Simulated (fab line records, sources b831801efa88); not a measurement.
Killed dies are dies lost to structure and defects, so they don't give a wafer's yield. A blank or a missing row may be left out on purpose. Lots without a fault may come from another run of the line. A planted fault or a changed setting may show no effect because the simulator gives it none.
Which tool did it? | flow gf180mcu | 15 lots, 45 wafers sampled, at 2 steps of a route of 602

WHAT THE GAUGES READ, wafer by wafer
GF_M4_THK_MEAS_06: measures by xrf.
lot  | measured     | on            | M4_ALCU_THK (nm)
L274 | day 22 00:26 | film_metro-01 | 436 436 441
L275 | day 22 09:19 | film_metro-02 | 441 441 437
L276 | day 22 20:29 | film_metro-02 | 442 437 434
L278 | day 23 19:19 | film_metro-02 | 450 450 449
L279 | day 23 22:59 | film_metro-01 | 447 452 449
L280 | day 24 11:27 | film_metro-01 | 445 439 446
L282 | day 25 01:35 | film_metro-02 | 436 442 436
L281 | day 25 07:29 | film_metro-04 | 451 454 455
L284 | day 26 16:28 | film_metro-04 | 447 450 445
L286 | day 27 06:11 | film_metro-04 | 444 439 444
L292 | day 28 12:44 | film_metro-02 | 440 444 448
L294 | day 28 18:08 | film_metro-02 | 450 441 445
L293 | day 29 00:02 | film_metro-02 | 440 440 448
L295 | day 29 07:28 | film_metro-01 | 444 442 440
L296 | day 29 12:25 | film_metro-01 | 449 448 446

GF_M4_OVL_MEAS_15.
lot  | measured     | on         | M4_OVL (nm)
L274 | day 22 23:37 | overlay-01 | -5 -4 -1
L275 | day 23 08:08 | overlay-02 | -8 -7 -11
L276 | day 23 18:27 | overlay-01 | -2 -4 -3
L278 | day 24 17:18 | overlay-02 | 3 -4 -4
L279 | day 24 20:52 | overlay-01 | 10 9 13
L280 | day 25 08:48 | overlay-02 | -1 8 -1
L282 | day 25 23:19 | overlay-02 | -5 3 -2
L281 | day 26 04:49 | overlay-01 | -11 0 -10
L284 | day 27 11:41 | overlay-02 | 1 2 -7
L286 | day 28 01:59 | overlay-01 | 5 -2 6
L292 | day 29 07:23 | overlay-01 | 1 4 2
L294 | day 29 13:06 | overlay-02 | -3 -3 -1
L293 | day 29 18:02 | overlay-02 | 3 1 8
L295 | day 30 02:18 | overlay-02 | 2 3 3
L296 | day 30 06:57 | overlay-01 | 0 -6 -1

WHICH TOOL RAN EACH LOT (tool, then ch and the chambers of the sampled wafers, then the start)
The record holds no process step before these readings.

WHAT THE TOOLS THEMSELVES READ (means of the sampled wafers that have a number; where no wafer has one, the mark that the record gives instead)
The record holds no such reading with a usual standard deviation.

THE ANSWER, worked out from the rows above alone
Rule: what is usual is taken from the lots themselves. Put in order of their means at a reading, lots are off if they are a third of the lots or fewer, leave a main group of 4 or more, and stand apart from it by a gap of 3 or more times the standard deviation of the main group's means; of several such gaps the widest counts. A main group whose means are all the same, to the digits that the tables above print for the reading, isn't used. A lot without any number at a reading at which 4 lots or more have one is off too. The other lots that the step has rows for count as sound. The gauges are gone through in route order, then the tools' own readings, and for those a lot's mean is taken as printed above. The first step at which some lot is off is used, and at that step the reading that is off furthest; a lot without a number counts as furthest.
No lot is off at any reading shown: from this, nothing can be told.

WHAT THE SIMULATOR HAD PUT IN
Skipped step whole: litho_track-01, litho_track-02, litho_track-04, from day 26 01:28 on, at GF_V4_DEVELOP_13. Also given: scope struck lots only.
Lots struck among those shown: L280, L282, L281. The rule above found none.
